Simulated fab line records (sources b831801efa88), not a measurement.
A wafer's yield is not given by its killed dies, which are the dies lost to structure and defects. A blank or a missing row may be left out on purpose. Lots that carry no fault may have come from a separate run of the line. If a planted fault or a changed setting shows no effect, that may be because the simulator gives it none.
Matching of chambers / flow sky130 / rie-diel-04 running SKY_LI_CONTACT_ETCH_15: 4 sister chambers
The step etches PSG in C4F8/O2/Ar, stops on Si, target depth 600 nm. 14 wafers are shown with their chamber, then 7 later ones without.

== WAFERS PAIRED WITH THEIR CHAMBERS ==
wafer=L708.2; chamber=1; oes-product-au (a.u.)=0.829; bias-w (W)=1199
wafer=L708.3; chamber=0; oes-product-au (a.u.)=0.833; bias-w (W)=1199
wafer=L708.4; chamber=0; oes-product-au (a.u.)=0.836; bias-w (W)=1204
wafer=L711.2; chamber=3; oes-product-au (a.u.)=0.843; bias-w (W)=1210
wafer=L711.3; chamber=2; oes-product-au (a.u.)=0.839; bias-w (W)=1202
wafer=L711.4; chamber=0; oes-product-au (a.u.)=0.832; bias-w (W)=1203
wafer=L716.1; chamber=1; oes-product-au (a.u.)=0.834; bias-w (W)=1203
wafer=L716.3; chamber=0; oes-product-au (a.u.)=0.846; bias-w (W)=1199
wafer=L716.4; chamber=2; oes-product-au (a.u.)=0.832; bias-w (W)=1202
wafer=L717.1; chamber=3; oes-product-au (a.u.)=0.834; bias-w (W)=1195
wafer=L717.2; chamber=1; oes-product-au (a.u.)=0.833; bias-w (W)=1192
wafer=L717.5; chamber=3; oes-product-au (a.u.)=0.833; bias-w (W)=1198
wafer=L720.1; chamber=3; oes-product-au (a.u.)=0.842; bias-w (W)=1198
wafer=L720.3; chamber=0; oes-product-au (a.u.)=0.831; bias-w (W)=1206

SIGNATURES (means of the wafers above)
reading=oes-product-au; chamber 0=0.83560; chamber 1=0.83200; chamber 2=0.83550; chamber 3=0.83800; scatter within a chamber=0.00519
reading=bias-w; chamber 0=1202.20; chamber 1=1198.00; chamber 2=1202.00; chamber 3=1200.25; scatter within a chamber=4.83
Rule: a wafer's distance from a chamber is the root of the sum, over the readings, of the square of ((its reading less the chamber's mean) divided by the reading's scatter). The wafer belongs to the nearest chamber; if the next one is less than 2 further off, it can't be placed. The scatter is the square root of a quotient: the sum, over the shown wafers, of each reading's squared deviation from its chamber's mean, divided by wafers minus chambers.

== WAFERS WITHOUT THEIR CHAMBER ==
wafer=L720.4; oes-product-au (a.u.)=0.839; bias-w (W)=1205
wafer=L729.2; oes-product-au (a.u.)=0.835; bias-w (W)=1199
wafer=L729.4; oes-product-au (a.u.)=0.840; bias-w (W)=1203
wafer=L729.5; oes-product-au (a.u.)=0.837; bias-w (W)=1194
wafer=L730.3; oes-product-au (a.u.)=0.833; bias-w (W)=1200
wafer=L730.4; oes-product-au (a.u.)=0.837; bias-w (W)=1200
wafer=L730.5; oes-product-au (a.u.)=0.832; bias-w (W)=1195

== CHAMBER TAKEN BY EACH ==
wafer=L720.4; from the rows above=can't be placed: 0 or 2 or 3 or 1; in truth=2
wafer=L729.2; from the rows above=can't be placed: 1 or 2 or 3 or 0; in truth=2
wafer=L729.4; from the rows above=can't be placed: 3 or 0 or 2 or 1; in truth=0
wafer=L729.5; from the rows above=can't be placed: 1 or 3 or 2 or 0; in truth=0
wafer=L730.3; from the rows above=can't be placed: 1 or 2 or 0 or 3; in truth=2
wafer=L730.4; from the rows above=can't be placed: 3 or 2 or 0 or 1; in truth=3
wafer=L730.5; from the rows above=can't be placed: 1 or 3 or 2 or 0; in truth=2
Correctly placed: 0 of 7. Cannot be placed on the basis of these rows: 7; the candidates contain the true chamber in 7. Number placed wrongly: 0.
